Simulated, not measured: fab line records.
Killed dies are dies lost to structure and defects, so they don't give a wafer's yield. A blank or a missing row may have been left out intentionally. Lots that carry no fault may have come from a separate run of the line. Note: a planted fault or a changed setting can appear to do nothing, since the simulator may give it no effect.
fab line records	flow sky130
record lots=12	wafers=36	lastDay=50
route steps=708 shown LDD_LDN@297 METAL1@435 VIA1@459
lots that met no fault: taken from a fault-free run of the same line
startH: hours from the record's first day to the start of the lot's first wafer shown	waitH: hours from the lot's prior step to this one	" repeats the value in the row above	L1.1+2: several wafers, shown together as one row	- no value, or no start given	* or withheld: withheld	< > ~ a bound
route shown NAME@n: NAME is a module with steps in the file, n the number in the route of the first one	usual: average and standard deviation across the fault-free wafers	same: alike in all rows	chamber/n: place in a boat	sites: readings site by site	_std_site: standard deviation of those values	_edge_site: outer sites' mean less inner sites'	radiusMm: how far each site lies from the wafer's centre	mask NAME#n: copy n	behind: the tool/chamber that last shaped the wafer	hold: cause of the lot's hold/its duration in hours/its outcome	device: the n, p or np transistor that did not switch	end of line: the route-end tests of the same wafers	where a step has no rows: the recipe by itself	killed: not the wafer's yield, but the dies lost to structure and defects at the first sort	map: dies across one wafer; x = killed, . = not, _ = none there
set.NAME: the setting the step ran with; set.NAME@STEP: the setting that earlier step ran with	model.NAME: the simulator's own value behind a step, which no gauge read
one table for each step of the route and one row for each wafer, over a sample of lots
services: when a tool's chamber went out of use (startH, in hours from the record's first day, below 0 if earlier), for how many hours, and the reason
## steps
# step SKY_LDD_LDN_IMPLANT_08
# recipe species=As	energyKev=15	doseCm2=1.25e+13	tiltDeg=withheld	rotationDeg=23
# usual doseIonsCm2=1.2503e+13/1.3e+10	faradayCurrentUA=70.4/1.4
lot.wafer	tool	chamber	startH	waitH	doseIonsCm2	faradayCurrentUA
L193.2	implanter-04	0	531.33	0.0	1.2499e+13	70.9
L193.3	"	0	"	"	1.2499e+13	67.9
L193.6	"	0	"	"	1.2508e+13	69.0
L194.1	implanter-01	0	544.79	0.0	1.252e+13	70.5
L194.3	"	0	"	"	1.2503e+13	68.8
L194.4	"	0	"	"	1.2519e+13	68.6
L196.2	implanter-03	0	585.32	0.0	1.2508e+13	68.9
L196.3	"	0	"	"	1.2498e+13	71.8
L196.5	"	0	"	"	1.2505e+13	72.5
L203.1	implanter-03	0	620.74	0.0	5.288e+12	30.2
L203.5	"	0	"	"	5.29e+12	29.6
L203.6	"	0	"	"	5.289e+12	29.2
L204.1	implanter-03	0	631.86	0.0	5.323e+12	30.0
L204.2	"	0	"	"	5.32e+12	29.9
L204.6	"	0	"	"	5.317e+12	30.3
L206.2	implanter-01	0	644.77	0.0	1.2514e+13	69.6
L206.3	"	0	"	"	1.2505e+13	70.5
L206.5	"	0	"	"	1.252e+13	71.6
L207.1	implanter-04	0	655.66	0.0	1.2502e+13	70.5
L207.4	"	0	"	"	1.2499e+13	74.4
L207.5	"	0	"	"	1.2515e+13	70.7
L208.3	implanter-01	0	661.94	0.1	1.2491e+13	70.7
L208.4	"	0	"	"	1.2486e+13	70.8
L208.6	"	0	"	"	1.2495e+13	69.6
L211.1	implanter-04	0	696.97	0.0	1.2499e+13	70.1
L211.2	"	0	"	"	1.2512e+13	71.4
L211.6	"	0	"	"	1.2483e+13	71.6
L213.3	implanter-04	0	698.22	0.1	1.2522e+13	70.9
L213.5	"	0	"	"	1.2511e+13	70.5
L213.6	"	0	"	"	1.2526e+13	71.6
L214.1	implanter-04	0	702.99	0.0	1.2496e+13	71.8
L214.3	"	0	"	"	1.2493e+13	69.4
L214.4	"	0	"	"	1.2497e+13	68.9
L215.1	implanter-04	0	713.54	0.0	1.2517e+13	70.0
L215.3	"	0	"	"	1.2515e+13	68.4
L215.5	"	0	"	"	1.2512e+13	70.1
# step SKY_LDD_LDN_TW_MEAS_13
# usual LDD_LDN_TW=1473/12
lot.wafer	tool	chamber	startH	waitH	LDD_LDN_TW
L193.2	filmMetro-01	-	532.02	0.1	1478
L193.3	"	-	"	"	1486
L193.6	"	-	"	"	1484
L194.1	filmMetro-04	-	545.49	0.1	1459
L194.3	"	-	"	"	1475
L194.4	"	-	"	"	1469
L196.2	filmMetro-01	-	586.00	0.1	1493
L196.3	"	-	"	"	1495
L196.5	"	-	"	"	1488
L203.1	filmMetro-03	-	621.44	0.1	1411
L203.5	"	-	"	"	1406
L203.6	"	-	"	"	1407
L204.1	filmMetro-01	-	632.56	0.1	1426
L204.2	"	-	"	"	1416
L204.6	"	-	"	"	1420
L206.2	filmMetro-03	-	645.45	0.1	1470
L206.3	"	-	"	"	1475
L206.5	"	-	"	"	1471
L207.1	filmMetro-04	-	656.36	0.1	1467
L207.4	"	-	"	"	1461
L207.5	"	-	"	"	1459
L208.3	filmMetro-01	-	662.61	0.1	1500
L208.4	"	-	"	"	1484
L208.6	"	-	"	"	1494
L211.1	filmMetro-03	-	697.67	0.1	1475
L211.2	"	-	"	"	1472
L211.6	"	-	"	"	1476
L213.3	filmMetro-04	-	698.89	0.1	1462
L213.5	"	-	"	"	1464
L213.6	"	-	"	"	1464
L214.1	filmMetro-04	-	703.69	0.1	1461
L214.3	"	-	"	"	1459
L214.4	"	-	"	"	1458
L215.1	filmMetro-03	-	714.24	0.1	1477
L215.3	"	-	"	"	1482
L215.5	"	-	"	"	1469
# step SKY_METAL1_SPUTTER_01
# recipe material=TiN	targetThkNm=20	powerW=6500	timeS=16.7	chamberPressurePa=0.4
# usual throttleValvePct=29.9/0.98
lot.wafer	tool	chamber	startH	waitH	throttleValvePct
L193.2	pvdSputter-04	-	740.59	0.0	28.3
L193.3	"	-	"	"	29.3
L193.6	"	-	"	"	28.1
L194.1	pvdSputter-01	-	754.94	0.0	28.4
L194.3	"	-	"	"	30.8
L194.4	"	-	"	"	29.0
L196.2	pvdSputter-03	-	790.24	0.0	29.7
L196.3	"	-	"	"	30.9
L196.5	"	-	"	"	30.1
L203.1	pvdSputter-04	-	824.67	0.0	29.5
L203.5	"	-	"	"	31.0
L203.6	"	-	"	"	28.5
L204.1	pvdSputter-03	-	833.69	0.0	29.6
L204.2	"	-	"	"	30.1
L204.6	"	-	"	"	29.2
L206.2	pvdSputter-01	-	847.80	0.0	30.7
L206.3	"	-	"	"	29.0
L206.5	"	-	"	"	29.1
L207.1	pvdSputter-01	-	853.48	0.0	28.7
L207.4	"	-	"	"	28.9
L207.5	"	-	"	"	28.7
L208.3	pvdSputter-04	-	861.50	0.0	29.3
L208.4	"	-	"	"	30.7
L208.6	"	-	"	"	30.7
L211.1	pvdSputter-01	-	892.66	0.0	30.8
L211.2	"	-	"	"	31.0
L211.6	"	-	"	"	30.9
L213.3	pvdSputter-03	-	895.79	0.0	30.1
L213.5	"	-	"	"	29.6
L213.6	"	-	"	"	31.1
L214.1	pvdSputter-01	-	900.96	0.0	29.2
L214.3	"	-	"	"	30.6
L214.4	"	-	"	"	31.4
L215.1	pvdSputter-03	-	908.28	0.0	30.3
L215.3	"	-	"	"	29.0
L215.5	"	-	"	"	29.5
# step SKY_METAL1_ETCH_18
# recipe chemistry=N2/H2	target=BARC	ionEnergyEv=200	biasW=100	pressureMtorr=30	n2FlowSccm=100	h2FlowSccm=200	icpW=500	stopOn=SiO2	timeS=45.9	targetDepthA=600
# usual drypumpMotorCurrentA=5.6/0.53	n2FlowSccm=100.03/0.28	oesProductAu=0.855/0.005	throttleValvePct=13.224/0.009
lot.wafer	tool	chamber	startH	waitH	drypumpMotorCurrentA	n2FlowSccm	oesProductAu	rfHoursCounterH	throttleValvePct
L193.2	rieMetal-02	1	768.22	0.0	6.0	100.21	0.859	2	13.219
L193.3	"	1	"	"	6.0	100.25	0.857	-	13.220
L193.6	"	0	"	"	5.9	99.79	0.868	-	13.227
L194.1	rieMetal-04	0	782.26	0.0	6.5	99.78	0.851	9	13.237
L194.3	"	0	"	"	6.5	99.87	0.846	-	13.210
L194.4	"	1	"	"	4.8	99.98	0.860	-	13.218
L196.2	rieMetal-03	1	817.06	0.0	5.1	99.99	0.859	12	13.226
L196.3	"	1	"	"	5.1	100.78	0.858	-	13.217
L196.5	"	0	"	"	5.8	100.20	0.849	-	13.221
L203.1	rieMetal-02	1	850.87	0.0	6.0	99.71	0.862	5	13.226
L203.5	"	0	"	"	6.0	100.18	0.850	-	13.221
L203.6	"	1	"	"	6.0	100.06	0.854	-	13.220
L204.1	rieMetal-03	1	858.75	0.0	5.1	99.92	0.852	13	13.241
L204.2	"	0	"	"	5.9	100.35	0.853	4	13.231
L204.6	"	1	"	"	5.1	99.95	0.855	-	13.229
L206.2	rieMetal-03	1	873.96	0.0	5.1	100.03	0.859	14	13.214
L206.3	"	0	"	"	5.8	100.16	0.854	-	13.228
L206.5	"	0	"	"	5.8	100.08	0.854	-	13.207
L207.1	rieMetal-03	0	879.70	0.0	5.8	100.23	0.854	5	13.227
L207.4	"	1	"	"	5.1	100.12	0.852	-	13.226
L207.5	"	1	"	"	5.1	100.22	0.859	-	13.227
L208.3	rieMetal-03	1	887.38	0.0	5.1	99.92	0.860	-	13.233
L208.4	"	0	"	"	5.8	100.29	0.856	-	13.235
L208.6	"	1	"	"	5.1	100.44	0.855	-	13.217
L211.1	rieMetal-02	0	917.62	0.0	5.9	99.59	0.852	6	13.232
L211.2	"	1	"	"	6.0	99.76	0.857	9	13.236
L211.6	"	0	"	"	5.9	100.13	0.854	-	13.225
L213.3	rieMetal-03	1	921.53	0.0	5.1	100.29	0.850	-	13.231
L213.5	"	1	"	"	5.1	100.19	0.853	-	13.227
L213.6	"	0	"	"	5.8	99.69	0.852	-	13.216
L214.1	rieMetal-02	1	926.60	0.0	6.0	100.18	0.864	9	13.223
L214.3	"	1	"	"	6.0	100.22	0.844	-	13.224
L214.4	"	0	"	"	5.9	100.32	0.864	-	13.219
L215.1	rieMetal-02	1	933.81	0.0	6.0	99.89	0.860	9	13.211
L215.3	"	1	"	"	6.0	99.92	0.854	-	13.234
L215.5	"	1	"	"	6.0	100.49	0.857	-	13.210
# step SKY_VIA1_THK_MEAS_01
# recipe reads=SiO2_of_VIA1_HDPCVD_00
# usual VIA1_HDPCVD_THK=1028/10
lot.wafer	tool	chamber	startH	waitH	VIA1_HDPCVD_THK[nm]
L193.2	filmMetro-03	-	769.09	0.1	1020
L193.3	"	-	"	"	1056
L193.6	"	-	"	"	1037
L194.1	filmMetro-02	-	783.16	0.1	1022
L194.3	"	-	"	"	1036
L194.4	"	-	"	"	1044
L196.2	filmMetro-01	-	817.94	0.1	1030
L196.3	"	-	"	"	1040
L196.5	"	-	"	"	1024
L203.1	filmMetro-03	-	851.73	0.1	1034
L203.5	"	-	"	"	1049
L203.6	"	-	"	"	1044
L204.1	filmMetro-03	-	859.60	0.1	1047
L204.2	"	-	"	"	1045
L204.6	"	-	"	"	1043
L206.2	filmMetro-01	-	874.89	0.1	1023
L206.3	"	-	"	"	1023
L206.5	"	-	"	"	1018
L207.1	filmMetro-01	-	880.56	0.1	1022
L207.4	"	-	"	"	1027
L207.5	"	-	"	"	1025
L208.3	filmMetro-03	-	888.24	0.1	1040
L208.4	"	-	"	"	1030
L208.6	"	-	"	"	1024
L211.1	filmMetro-01	-	918.48	0.1	1005
L211.2	"	-	"	"	1008
L211.6	"	-	"	"	1026
L213.3	filmMetro-02	-	922.41	0.1	1025
L213.5	"	-	"	"	1004
L213.6	"	-	"	"	1021
L214.1	filmMetro-02	-	927.46	0.1	1037
L214.3	"	-	"	"	1040
L214.4	"	-	"	"	1028
L215.1	filmMetro-03	-	934.67	0.1	1023
L215.3	"	-	"	"	1027
L215.5	"	-	"	"	1018
## services
tool	chamber	startH	hours	kind
pvdSputter-01	-	529.50	7.3	repair
rieMetal-03	1	532.10	6.9	repair
implanter-01	-	532.72	2.0	repair
implanter-04	-	547.01	2.6	repair
pvdSputter-03	-	549.23	13.7	repair
implanter-03	-	568.91	6.6	pm
rieMetal-03	1	586.24	5.2	repair
pvdSputter-01	-	605.63	14.7	repair
pvdSputter-04	-	608.54	6.2	repair
rieMetal-02	-	640.17	2.8	pm
pvdSputter-03	-	654.37	0.7	repair
pvdSputter-01	-	662.16	14.2	repair
pvdSputter-01	-	671.48	8.3	repair
rieMetal-02	1	685.15	3.4	repair
implanter-01	-	687.42	2.7	repair
implanter-01	-	690.13	27.0	pm
implanter-03	-	708.09	6.3	repair
implanter-04	-	715.84	2.7	repair
implanter-01	-	735.11	3.8	repair
implanter-04	-	765.50	0.5	repair
rieMetal-02	0	803.01	8.5	repair
rieMetal-03	0	817.35	3.8	repair
rieMetal-02	1	883.77	1.2	repair
implanter-04	-	889.74	4.7	pm
## key
firstSign step=SKY_LDD_LDN_IMPLANT_08	reading=doseIonsCm2	direction=down	sigmas=99+	usual=*	struck=*
effect step=SKY_LDD_LDN_IMPLANT_08	reading=faradayCurrentUA	direction=down	sigmas=30	usual=70.4	struck=29.9
effect step=SKY_LDD_LDN_TW_MEAS_13	reading=LDD_LDN_TW	direction=down	sigmas=5.1	usual=1473	struck=1414
metAt SKY_LDD_LDN_IMPLANT_08
struckLots L203,L204
testerLeftOut L203,L204
notActingAt SKY_METAL1_SPUTTER_01,SKY_METAL1_ETCH_18,SKY_VIA1_THK_MEAS_01
onsetBetween 585.32 620.74
fault kind=processParameterDrift	tool=implanter-03	chamber=-	onsetH=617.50	steps=SKY_LDD_LDN_IMPLANT_08	channel=doseCm2	offset=*	shape=step	endH=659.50	actsIn=*	stated=*
# testerLeftOut: of these lots the tester's yield and bins aren't shown, on N5 and GAA mostly nor the transistor test; their killed dies are dies lost to structure and defects alone, not to doping, threshold or leakage, so they don't give the yield
